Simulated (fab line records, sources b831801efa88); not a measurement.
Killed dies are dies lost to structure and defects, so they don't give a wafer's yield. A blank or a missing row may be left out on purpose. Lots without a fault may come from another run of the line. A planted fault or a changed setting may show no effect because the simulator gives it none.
A struck lot beside a sound one | flow sky130 | 22 steps out of a route of 708
Sound: wafers L147.1, L147.5, L147.6. Struck: wafer L156.4. (L156.3, L156.5 of the same lot were not struck and are left out.) The cause comes at the end.
At each step with rows: each side's tool, then ch and its chambers, then its first start. Under that, the readings that differ: sound wafers | struck wafers | difference of the means | sigmas: that difference in standard deviations of wafers without a fault.
alike: readings whose means differ by less than 2 such deviations, and words and numbers that are the same on both sides. not compared: withheld readings, readings that some wafer has no value for, bounds like >300 that may hide the same value, and numbers for which the record gives no deviation and whose values overlap.
The two part at a step that has a row with sigmas, a row that says differs or no value, or rows on one side only. Numbers that don't overlap but have no deviation are shown without sigmas and don't part them. A reading that every wafer of one side lacks parts them only if that side has two wafers or more.

SKY_METAL4_ETCH_17: etches SiO2 in C4F8/O2/Ar, stops on TiN, time 3.9 s, target depth 15 nm.
  sound on rie_diel-02 ch 0,3, day 43 02:46; struck on rie_diel-02 ch 0, day 45 06:01
  alike: oes_product_au, rf_fwd_power_W
  not compared: rf_hours_counter_h
SKY_METAL4_METAL_ETCH_18: etches the open film in Cl2/BCl3, stops on SiO2, target depth 845 nm, time 183.1 s.
  sound on rie_metal-03 ch 0,1, day 43 02:47; struck on rie_metal-04 ch 0, day 45 06:05
  reading                | sound                | struck | difference | sigmas
  throttle_valve_pct (%) | 22.270 22.275 22.277 | 22.252 | -0.022     | -3
  alike: bcl3_flow_sccm, drypump_motor_current_A, oes_product_au, rf_fwd_power_W
  not compared: rf_hours_counter_h
SKY_METAL4_STRIP_19: strips in O2/N2.
  sound on plasma_asher-03 ch 0,1, day 43 02:58; struck on plasma_asher-01 ch 0, day 45 06:14
  reading             | sound          | struck | difference | sigmas
  o2_flow_sccm (sccm) | 3014 3012 3005 | 2986   | -24        | -2
  alike: drypump_motor_current_A, oes_product_au, strip_time_to_endpoint_s
  not compared: rf_hours_counter_h
then, 4 steps without rows for these wafers: SKY_METAL4_STRIP_20 (strips in post etch residue remover, time 1200 s); SKY_METAL4_CLEAN_21 (cleans in IPA, time 180 s); SKY_METAL4_CLEAN_22 (cleans in O3/DIW); SKY_VIA4_HDPCVD_00 (deposits SiO2, target thk 1750 nm, time 291.7 s).
SKY_VIA4_THK_MEAS_01:
  sound on film_metro-02, day 43 03:44; struck on film_metro-03, day 45 07:02
  alike: VIA4_HDPCVD_THK
SKY_VIA4_CMP_02: polishes SiO2.
  sound on cmp-01 ch 0,1, day 43 03:48; struck on cmp-02 ch 1, day 45 07:07
  alike: head_pressure_psi, motor_current_A
SKY_VIA4_BOW_MEAS_03:
  sound on film_metro-02, day 43 04:06; struck on film_metro-02, day 45 07:25
  alike: VIA4_BOW
then, 2 steps without rows for these wafers: SKY_VIA4_DEHYDRATE_04 (time 60 s); SKY_VIA4_HMDS_05 (prime time 60 s).
SKY_VIA4_COAT_06: resist thk 1140 nm.
  sound on litho_track-04 ch 0, day 43 13:59; struck on litho_track-04 ch 0, day 45 17:47
  reading                                   | sound          | struck | difference | sigmas
  model.NOVOLAK_of_VIA4_COAT_06.thk_nm (nm) | 1138 1138 1140 | 969.6  | -169.1     |
  alike: spin_speed_rpm
then, 4 steps without rows for these wafers: SKY_VIA4_SOFTBAKE_07 (time 60 s); SKY_VIA4_EXPOSE_08 (exposes mask VIM4, target cd 800 nm); SKY_VIA4_PEB_09; SKY_VIA4_DEVELOP_10 (develop time 60 s).
SKY_VIA4_OVL_MEAS_11:
  sound on overlay-02, day 43 23:04; struck on overlay-01, day 46 05:51
  alike: VIA4_OVL
SKY_VIA4_ETCH_12: etches SiO2 in C4F8/O2/Ar, stops on TiN, target depth 580 nm.
  sound on rie_diel-03 ch 0,1,3, day 43 23:05; struck on rie_diel-04 ch 3, day 46 05:52
  reading                                   | sound           | struck | difference | sigmas
  model.NOVOLAK_of_VIA4_COAT_06.thk_nm (nm) | 1008 1008 1014  | 833    | -177       |
  model.VIA4.cd_nm (nm)                     | 801 799.5 798.4 | 816.3  | +16.7      |
  alike: oes_product_au, rf_fwd_power_W
SKY_VIA4_STRIP_13: strips in O2/N2.
  sound on plasma_asher-04 ch 0,1, day 43 23:10; struck on plasma_asher-03 ch 0, day 46 05:59
  reading                      | sound             | struck | difference | sigmas
  oes_product_au (a.u.)        | 0.706 0.708 0.708 | 0.672  | -0.035     | -8
  strip_time_to_endpoint_s (s) | 12.84 12.84 12.84 | 10.79  | -2.05      | -66
  alike: drypump_motor_current_A, o2_flow_sccm
  not compared: rf_hours_counter_h
then, 2 steps without rows for these wafers: SKY_VIA4_STRIP_14 (strips in post etch residue remover, time 1200 s); SKY_PAD_OPEN_PROBE_99.

WHERE THEY PART
First at SKY_METAL4_METAL_ETCH_18; last, within this record, at SKY_VIA4_STRIP_13.

WHY: what the simulator had put in
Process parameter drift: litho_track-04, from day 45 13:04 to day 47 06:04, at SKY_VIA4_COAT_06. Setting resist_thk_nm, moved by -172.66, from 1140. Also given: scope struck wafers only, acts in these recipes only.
